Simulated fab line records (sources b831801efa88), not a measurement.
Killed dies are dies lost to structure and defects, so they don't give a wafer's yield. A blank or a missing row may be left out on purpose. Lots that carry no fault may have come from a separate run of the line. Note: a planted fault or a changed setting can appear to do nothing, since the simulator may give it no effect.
fab line records	flow gf180mcu
[record] lots = 13	wafers = 39	last-day = 34
route steps=602 shown PSD@252 CONTACT@305 M1@320 V1@350
lots that met no fault: from a run of the same line without faults
start-h: hours from the record's opening day to when the first of the lot's shown wafers began	wait-h: hours from the lot's prior step to this one	" as in the row above	L1.1+2: a row that stands for several wafers	- no value present, or no start provided	* or withheld: withheld	< > ~ a bound
route shown NAME@n: names a module that has steps shown in the file, with the first one's number in the route	usual: the fault-free wafers' mean and standard deviation	same: alike in all rows	chamber/n: place in a boat	sites: the reading at each site	_std_site: standard deviation of those values	_edge_site: mean of outer sites minus mean of inner sites	radius-mm: for every site, how far away it sits from the centre of the wafer	mask NAME#n: copy n	behind: the last tool/chamber to shape the wafer	hold: reason for holding the lot/hours on hold/outcome of the hold	device: transistor that didn't switch, given as n, p or np	end of line: the same wafers' tests at the end of the route	a step without rows: its recipe alone	killed: dies that structure and defects cost at the first sort, which is not the same as the wafer's yield	map: shows each die of a wafer: x if killed, . if not, _ if none is there
set.NAME: the run value of the setting; set.NAME@STEP: its run value at that earlier step	model.NAME: the simulator's own value behind a step, which no gauge read
a sample of lots followed through the steps of the route, with each step as a table and each wafer as a row
services: when a tool's chamber went out of use (start-h, in hours from the record's first day, below 0 if earlier), for how many hours, and the reason
[[steps]]
[step GF_PSD_EXPOSE_04]
[recipe] mask-id = Pplus	target-cd-nm = 400	na = 0.6	source-shape = conventional	sigma-outer = 0.6	dose-mj = 140
[usual] exposure-dose-mJ-cm2 = 139.94/0.16
lot.wafer	tool	chamber	start-h	wait-h	mask	exposure-dose-mJ-cm2
L736.1	iline-stepper-02	0	315.70	-	Pplus#0	139.89
L736.3	"	0	"	"	Pplus#0	140.01
L736.5	"	0	"	"	Pplus#0	139.84
L738.3	iline-stepper-01	0	329.06	-	Pplus#0	140.03
L738.5	"	0	"	"	Pplus#0	139.96
L738.6	"	0	"	"	Pplus#0	139.88
L741.1	iline-stepper-01	0	352.60	-	Pplus#0	140.04
L741.3	"	0	"	"	Pplus#0	139.93
L741.4	"	0	"	"	Pplus#0	139.95
L744.1	iline-stepper-02	0	372.55	-	Pplus#0	140.05
L744.2	"	0	"	"	Pplus#0	140.00
L744.3	"	0	"	"	Pplus#0	140.01
L747.2	iline-stepper-02	0	396.42	-	Pplus#0	139.84
L747.3	"	0	"	"	Pplus#0	139.69
L747.4	"	0	"	"	Pplus#0	139.81
L749.2	iline-stepper-01	0	420.80	-	Pplus#0	139.76
L749.5	"	0	"	"	Pplus#0	139.80
L749.6	"	0	"	"	Pplus#0	139.64
L750.2	iline-stepper-01	0	425.02	-	Pplus#0	140.01
L750.3	"	0	"	"	Pplus#0	139.96
L750.5	"	0	"	"	Pplus#0	140.03
L751.4	iline-stepper-01	0	434.40	-	Pplus#0	139.96
L751.5	"	0	"	"	Pplus#0	139.98
L751.6	"	0	"	"	Pplus#0	139.93
L752.1	iline-stepper-01	0	438.80	-	Pplus#0	139.90
L752.2	"	0	"	"	Pplus#0	139.89
L752.3	"	0	"	"	Pplus#0	139.84
L754.3	iline-stepper-01	0	457.86	-	Pplus#0	140.08
L754.4	"	0	"	"	Pplus#0	139.97
L754.6	"	0	"	"	Pplus#0	140.01
L755.3	iline-stepper-01	0	467.81	-	Pplus#0	139.92
L755.4	"	0	"	"	Pplus#0	139.97
L755.5	"	0	"	"	Pplus#0	139.96
L757.1	iline-stepper-01	0	482.87	-	Pplus#0	139.98
L757.3	"	0	"	"	Pplus#0	139.93
L757.6	"	0	"	"	Pplus#0	139.99
L758.2	iline-stepper-01	0	493.51	-	Pplus#0	139.74
L758.3	"	0	"	"	Pplus#0	139.83
L758.5	"	0	"	"	Pplus#0	140.04
[step GF_PSD_OVL_MEAS_08]
[usual] PSD_OVL = 1.4/1.7
lot.wafer	tool	chamber	start-h	wait-h	PSD_OVL[nm]
L736.1	overlay-01	-	325.52	0.1	0.0
L736.3	"	-	"	"	-1.8
L736.5	"	-	"	"	-0.2
L738.3	overlay-02	-	339.90	0.1	3.6
L738.5	"	-	"	"	2.7
L738.6	"	-	"	"	2.6
L741.1	overlay-01	-	363.77	0.1	1.3
L741.3	"	-	"	"	0.0
L741.4	"	-	"	"	-1.1
L744.1	overlay-02	-	384.24	0.1	-122.7
L744.2	"	-	"	"	-122.9
L744.3	"	-	"	"	-122.7
L747.2	overlay-02	-	408.15	0.1	-121.3
L747.3	"	-	"	"	-121.6
L747.4	"	-	"	"	-122.3
L749.2	overlay-01	-	433.03	0.1	-1.1
L749.5	"	-	"	"	0.2
L749.6	"	-	"	"	0.7
L750.2	overlay-01	-	437.50	0.1	3.1
L750.3	"	-	"	"	3.7
L750.5	"	-	"	"	5.1
L751.4	overlay-01	-	446.36	0.1	0.4
L751.5	"	-	"	"	2.3
L751.6	"	-	"	"	2.1
L752.1	overlay-02	-	450.97	0.1	4.4
L752.2	"	-	"	"	3.2
L752.3	"	-	"	"	3.6
L754.3	overlay-01	-	469.62	0.1	3.9
L754.4	"	-	"	"	1.3
L754.6	"	-	"	"	1.9
L755.3	overlay-01	-	479.65	0.1	1.5
L755.4	"	-	"	"	3.2
L755.5	"	-	"	"	3.7
L757.1	overlay-02	-	494.82	0.1	2.1
L757.3	"	-	"	"	2.1
L757.6	"	-	"	"	2.6
L758.2	overlay-01	-	505.20	0.1	1.4
L758.3	"	-	"	"	0.7
L758.5	"	-	"	"	0.7
[step GF_CONTACT_STRIP_18]
[recipe] chemistry = O2/N2	power-w = 1400	pressure-mtorr = 1500	platen-temp-c = 250	o2-flow-sccm = 3000	n2-flow-sccm = 300	overash-fraction = 0.5
[usual] drypump-motor-current-A = 5.8/0.32	heater-power-w = 334/37	oes-product-au = 0.579/0.0046
lot.wafer	tool	chamber	start-h	wait-h	drypump-motor-current-A	heater-power-w	oes-product-au	rf-hours-counter-h
L736.1	plasma-asher-01	1	371.70	-	5.6	327	0.576	27
L736.3	"	0	"	"	6.4	363	0.579	-
L736.5	"	1	"	"	5.6	335	0.568	-
L738.3	plasma-asher-03	1	386.14	-	5.6	284	0.580	-
L738.5	"	1	"	"	5.6	283	0.582	-
L738.6	"	0	"	"	5.5	323	0.580	-
L741.1	plasma-asher-01	0	412.46	-	6.4	381	0.575	31
L741.3	"	0	"	"	6.4	373	0.574	-
L741.4	"	1	"	"	5.6	327	0.580	-
L744.1	plasma-asher-03	1	433.24	-	5.6	280	0.580	77
L744.2	"	0	"	"	5.5	318	0.576	77
L744.3	"	1	"	"	5.6	282	0.581	-
L747.2	plasma-asher-01	1	458.36	-	5.6	331	0.574	36
L747.3	"	0	"	"	6.5	374	0.575	-
L747.4	"	1	"	"	5.6	319	0.577	-
L749.2	plasma-asher-01	1	483.61	-	5.6	316	0.581	39
L749.5	"	1	"	"	5.6	328	0.582	-
L749.6	"	0	"	"	6.4	368	0.578	-
L750.2	plasma-asher-03	0	488.36	-	5.5	328	0.583	83
L750.3	"	1	"	"	5.6	280	0.577	-
L750.5	"	1	"	"	5.6	290	0.569	-
L751.4	plasma-asher-03	0	496.45	-	5.6	318	0.579	-
L751.5	"	1	"	"	5.7	287	0.580	-
L751.6	"	0	"	"	5.6	325	0.581	-
L752.1	plasma-asher-03	1	501.34	-	5.6	280	0.577	86
L752.2	"	0	"	"	5.5	327	0.574	86
L752.3	"	0	"	"	5.6	322	0.578	-
L754.3	plasma-asher-01	0	519.22	-	6.4	367	0.577	-
L754.4	"	1	"	"	5.6	316	0.576	-
L754.6	"	0	"	"	6.4	366	0.580	-
L755.3	plasma-asher-03	0	528.72	-	5.5	325	0.589	-
L755.4	"	1	"	"	5.7	287	0.570	-
L755.5	"	1	"	"	5.7	283	0.575	-
L757.1	plasma-asher-01	0	542.89	-	6.4	365	0.568	44
L757.3	"	1	"	"	5.5	326	0.578	-
L757.6	"	0	"	"	6.4	371	0.591	-
L758.2	plasma-asher-02	1	552.99	-	5.8	325	0.581	9
L758.3	"	1	"	"	5.7	337	0.583	-
L758.5	"	1	"	"	5.8	323	0.573	-
[step GF_M1_RS_MEAS_05]
[recipe] thk-meas-gauge = four-point-probe	reads = TiN_of_M1_SPUTTER_04+Ti_of_M1_SPUTTER_03+AlCu_of_M1_SPUTTER_02+TiN_of_M1_SPUTTER_01+Ti_of_M1_SPUTTER_00
[usual] M1_ALCU_RS = 0.0691/0.00074
lot.wafer	tool	chamber	start-h	wait-h	M1_ALCU_RS[ohm/sq]
L736.1	film-metro-04	-	372.90	0.0	0.0680
L736.3	"	-	"	"	0.0689
L736.5	"	-	"	"	0.0678
L738.3	film-metro-04	-	387.46	0.1	0.0687
L738.5	"	-	"	"	0.0688
L738.6	"	-	"	"	0.0688
L741.1	film-metro-02	-	413.67	0.0	0.0701
L741.3	"	-	"	"	0.0698
L741.4	"	-	"	"	0.0699
L744.1	film-metro-04	-	434.45	0.0	0.0694
L744.2	"	-	"	"	0.0695
L744.3	"	-	"	"	0.0701
L747.2	film-metro-01	-	459.68	0.0	0.0688
L747.3	"	-	"	"	0.0686
L747.4	"	-	"	"	0.0687
L749.2	film-metro-04	-	484.83	0.0	0.0697
L749.5	"	-	"	"	0.0691
L749.6	"	-	"	"	0.0693
L750.2	film-metro-04	-	489.58	0.0	0.0698
L750.3	"	-	"	"	0.0700
L750.5	"	-	"	"	0.0695
L751.4	film-metro-02	-	497.67	0.1	0.0695
L751.5	"	-	"	"	0.0681
L751.6	"	-	"	"	0.0701
L752.1	film-metro-04	-	502.64	0.0	0.0695
L752.2	"	-	"	"	0.0682
L752.3	"	-	"	"	0.0675
L754.3	film-metro-04	-	520.56	0.1	0.0700
L754.4	"	-	"	"	0.0696
L754.6	"	-	"	"	0.0707
L755.3	film-metro-02	-	530.12	0.1	0.0705
L755.4	"	-	"	"	0.0703
L755.5	"	-	"	"	0.0696
L757.1	film-metro-02	-	544.09	0.0	0.0690
L757.3	"	-	"	"	0.0693
L757.6	"	-	"	"	0.0695
L758.2	film-metro-02	-	554.32	0.0	0.0691
L758.3	"	-	"	"	0.0683
L758.5	"	-	"	"	0.0697
[step GF_V1_OVL_MEAS_15]
[usual] V1_OVL = 2/4.5
lot.wafer	tool	chamber	start-h	wait-h	V1_OVL[nm]
L736.1	overlay-01	-	420.04	0.1	5
L736.3	"	-	"	"	5
L736.5	"	-	"	"	6
L738.3	overlay-02	-	436.55	0.1	3
L738.5	"	-	"	"	2
L738.6	"	-	"	"	3
L741.1	overlay-02	-	464.59	0.1	4
L741.3	"	-	"	"	-1
L741.4	"	-	"	"	1
L744.1	overlay-01	-	483.76	0.1	9
L744.2	"	-	"	"	4
L744.3	"	-	"	"	7
L747.2	overlay-02	-	508.08	0.1	1
L747.3	"	-	"	"	8
L747.4	"	-	"	"	6
L749.2	overlay-02	-	532.68	0.1	-4
L749.5	"	-	"	"	3
L749.6	"	-	"	"	-1
L750.2	overlay-02	-	536.93	0.1	11
L750.3	"	-	"	"	11
L750.5	"	-	"	"	10
L751.4	overlay-02	-	545.26	0.1	7
L751.5	"	-	"	"	9
L751.6	"	-	"	"	-8
L752.1	overlay-01	-	549.87	0.1	0
L752.2	"	-	"	"	-1
L752.3	"	-	"	"	-3
L754.3	overlay-02	-	567.75	0.1	2
L754.4	"	-	"	"	0
L754.6	"	-	"	"	4
L755.3	overlay-02	-	575.18	0.1	2
L755.4	"	-	"	"	-5
L755.5	"	-	"	"	1
L757.1	overlay-02	-	589.14	0.1	2
L757.3	"	-	"	"	-5
L757.6	"	-	"	"	-3
L758.2	overlay-01	-	599.24	0.1	7
L758.3	"	-	"	"	3
L758.5	"	-	"	"	6
[[services]]
tool	chamber	start-h	hours	kind
plasma-asher-01	-	298.60	5.2	repair
plasma-asher-03	-	301.17	0.7	repair
iline-stepper-01	-	305.87	2.1	pm
iline-stepper-01	-	307.95	-	consumable-replace:lamp
plasma-asher-01	-	328.88	1.6	repair
iline-stepper-02	-	332.40	8.9	pm
plasma-asher-02	-	340.22	10.3	repair
plasma-asher-03	-	366.54	0.8	repair
iline-stepper-01	0	379.93	-	calibration
iline-stepper-02	0	388.54	-	calibration
iline-stepper-02	-	417.81	7.7	repair
plasma-asher-02	-	421.25	9.0	pm
plasma-asher-02	0	421.25	9.0	vent-cycle
plasma-asher-02	-	438.91	5.5	repair
iline-stepper-02	-	454.55	1.7	pm
plasma-asher-01	-	463.43	2.4	repair
iline-stepper-01	-	476.13	1.7	pm
plasma-asher-02	-	486.42	23.9	repair
plasma-asher-01	-	486.74	14.6	pm
iline-stepper-01	-	495.39	9.4	repair
plasma-asher-03	-	498.79	0.6	repair
plasma-asher-01	-	501.90	1.9	repair
plasma-asher-02	-	510.35	15.6	pm
plasma-asher-03	-	513.91	1.2	repair
[[key]]
[first-sign] step = GF_PSD_OVL_MEAS_08	reading = PSD_OVL	direction = down	sigmas = 72	usual = 1.4	struck = -122.2
effect none on later readings
met-at GF_PSD_EXPOSE_04
struck-lots L744,L747
tester-left-out L744,L747
not-acting-at GF_CONTACT_STRIP_18,GF_M1_RS_MEAS_05,GF_V1_OVL_MEAS_15
onset-between 315.70 372.55
[fault] kind = scanner-matching-overlay	tool = iline-stepper-02	chamber = -	onset-h = 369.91	steps = GF_PSD_EXPOSE_04	offset = -121.78
// tester-left-out: of these lots the tester's yield and bins aren't shown, on N5 and GAA mostly nor the transistor test; their killed dies are dies lost to structure and defects alone, not to doping, threshold or leakage, so they don't give the yield
